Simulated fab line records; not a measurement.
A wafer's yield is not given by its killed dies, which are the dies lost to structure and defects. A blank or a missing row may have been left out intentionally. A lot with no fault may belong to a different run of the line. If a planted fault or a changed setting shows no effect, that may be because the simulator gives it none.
Struck lot and sound lot, side by side || flow gf180mcu || 43 out of 602 route steps
Sound: the wafers L422.1, L422.2, L422.6. Struck: wafers L427.2, L427.3, L427.6. At the end, the cause is stated.
For every step that has rows: the tool of each side, followed by ch and its chambers, followed by its first start. Under that, the readings that differ: sound wafers || struck wafers || difference of the means || sigmas: that difference in standard deviations of wafers without a fault.
alike: words and numbers the same on both sides, and readings whose means are apart by under 2 such deviations; not compared: readings that were withheld, readings missing a value for some wafer, numbers with overlapping values and no deviation given by the record, and bounds like >300 which may hide the same value.
Wherever a step has rows on one side only, a row that says differs or no value, or a row with sigmas, the two part there. Numbers that don't overlap but have no deviation are shown without sigmas and don't part them. A reading that every wafer of one side lacks parts them only if that side has two wafers or more.

first, 7 steps without rows for these wafers: GF_DUAL_GATE_DEHYDRATE_04 (time 60 s); GF_DUAL_GATE_HMDS_05 (prime time 60 s); GF_DUAL_GATE_COAT_06 (resist thk 1000 nm); GF_DUAL_GATE_SOFTBAKE_07 (time 60 s); GF_DUAL_GATE_EXPOSE_08 (exposes mask Dualgate, target cd 700 nm); GF_DUAL_GATE_PEB_09; GF_DUAL_GATE_DEVELOP_10 (develop time 60 s).
GF_DUAL_GATE_OVL_MEAS_11:
  sound: overlay-01 at day 9 12:28; struck: overlay-02 at day 10 21:04
  alike: DUAL_GATE_OVL
then, 1 step without rows for these wafers: GF_DUAL_GATE_WET_ETCH_12 (etches SiO2 in dHF, target depth 13 nm, time 260 s).
GF_DUAL_GATE_STRIP_13: strips in O2/N2.
  sound on plasma asher-02 ch 0,1, day 9 12:35; struck on plasma asher-01 ch 0,1, day 10 21:10
  alike: drypump motor current A, heater power w, n2 flow sccm, oes product au, strip time to endpoint s
  not compared: rf hours counter h
then, 2 steps without rows for these wafers: GF_DUAL_GATE_CLEAN_14 (cleans in SC1/SC2, time 150 s); GF_DUAL_GATE_OXIDATION_15 (stabilise 600 s, purge 300 s, target thk 7.098 nm).
GF_POLY_GATE_CVD_00: deposits poly-Si, target thk 200 nm, time 1200 s.
  sound on lpcvd-02 ch 1, day 9 14:17; struck on lpcvd-01 ch 0, day 10 22:53
{"reading": "zone power centre pct (%)", "sound": "9.7 9.5 9.6", "struck": "8.1 7.9 8.0", "difference": -1.6, "sigmas": -2}
GF_POLY_GATE_THK_MEAS_01:
  sound: film metro-04 at day 9 15:37; struck: film metro-03 at day 11 00:13
  alike: POLY_GATE_CVD_00_THK
then, 8 steps without rows for these wafers: GF_POLY_GATE_DEHYDRATE_02 (time 60 s); GF_POLY_GATE_HMDS_03 (prime time 60 s); GF_POLY_GATE_COAT_04; GF_POLY_GATE_COAT_05 (resist thk 700 nm); GF_POLY_GATE_SOFTBAKE_06 (time 60 s); GF_POLY_GATE_EXPOSE_07 (exposes mask Poly2, target cd 280 nm); GF_POLY_GATE_PEB_08 (peb time 90 s); GF_POLY_GATE_DEVELOP_09 (develop time 60 s).
GF_POLY_GATE_CD_MEAS_10 targets a cd of 280 nm.
  sound: cd sem-01 at day 10 09:24; struck: cd sem-02 at day 11 18:49
  alike: cd nm
GF_POLY_GATE_OVL_MEAS_11:
  sound: overlay-02 at day 10 09:31; struck: overlay-02 at day 11 18:56
  alike: POLY_GATE_OVL
GF_POLY_GATE_ETCH_12: etches BARC in N2/H2.
  sound on rie diel-04 ch 0,1,3, day 10 09:34; struck on rie diel-02 ch 0,2, day 11 18:58
  alike: drypump motor current A, h2 flow sccm, n2 flow sccm, oes product au, throttle valve pct
GF_POLY_GATE_ETCH_13: etches poly-Si in HBr/Cl2, stops on SiO2, target depth 198.5 nm, time 69.6 s.
  sound on rie si-02 ch 1,2, day 10 09:37; struck on rie si-02 ch 0,1,3, day 11 19:01
  alike: drypump motor current A, oes product au, throttle valve pct
  not compared: rf hours counter h
GF_POLY_GATE_STRIP_14: strips in O2/N2.
  sound on plasma asher-02 ch 0,1, day 10 09:40; struck on plasma asher-04 ch 1, day 11 19:04
  alike: drypump motor current A, heater power w, n2 flow sccm, oes product au
  not compared: rf hours counter h
then, 2 steps without rows for these wafers: GF_POLY_GATE_CLEAN_15 (cleans in SC1/SC2, time 150 s); GF_POLY_GATE_OXIDATION_16 (stabilise 600 s, purge 300 s, target thk 4 nm).
GF_POLY_GATE_THK_MEAS_17:
  sound: film metro-04 at day 10 11:46; struck: film metro-04 at day 11 20:29
  alike: POLY_GATE_OXIDATION_THK
GF_POLY_GATE_CD_MEAS_18:
  sound: cd sem-02 at day 10 11:49; struck: cd sem-01 at day 11 20:33
  alike: cd nm
then, 7 steps without rows for these wafers: GF_HV_LDD_DEHYDRATE_00 (time 60 s); GF_HV_LDD_HMDS_01 (prime time 60 s); GF_HV_LDD_COAT_02 (resist thk 1000 nm); GF_HV_LDD_SOFTBAKE_03 (time 60 s); GF_HV_LDD_EXPOSE_04 (exposes mask Nplus LV AREA, target cd 400 nm); GF_HV_LDD_PEB_05; GF_HV_LDD_DEVELOP_06 (develop time 60 s).
GF_HV_LDD_CD_MEAS_07 targets a cd of 400 nm.
  sound: cd sem-02 at day 11 06:37; struck: cd sem-01 at day 12 15:52
  alike: cd nm
GF_HV_LDD_OVL_MEAS_08:
  sound: overlay-02 at day 11 06:44; struck: overlay-01 at day 12 15:59
  alike: HV_LDD_OVL
then, 1 step without rows for these wafers: GF_HV_LDD_IMPLANT_09.
GF_HV_LDD_STRIP_10: strips in O2/N2.
  sound on plasma asher-01 ch 0,1, day 11 06:55; struck on plasma asher-03 ch 0,1, day 12 16:10
  alike: drypump motor current A, heater power w, n2 flow sccm, oes product au, strip time to endpoint s
  not compared: rf hours counter h
-- a jump in the record: the struck wafers' starts before and after are 19 days apart (it breaks off in module HV_LDD and resumes in module PASSIVATION, where the first step shown is number 602 of the route) --
GF_PASSIVATION_PROBE_99:
  rows exist in the record for the struck wafers here (prober-01, day 31 15:55), but not for the sound ones

WHERE THEY PART
First at GF_POLY_GATE_CVD_00; last, within this record, at GF_PASSIVATION_PROBE_99.

WHY: what the simulator had put in
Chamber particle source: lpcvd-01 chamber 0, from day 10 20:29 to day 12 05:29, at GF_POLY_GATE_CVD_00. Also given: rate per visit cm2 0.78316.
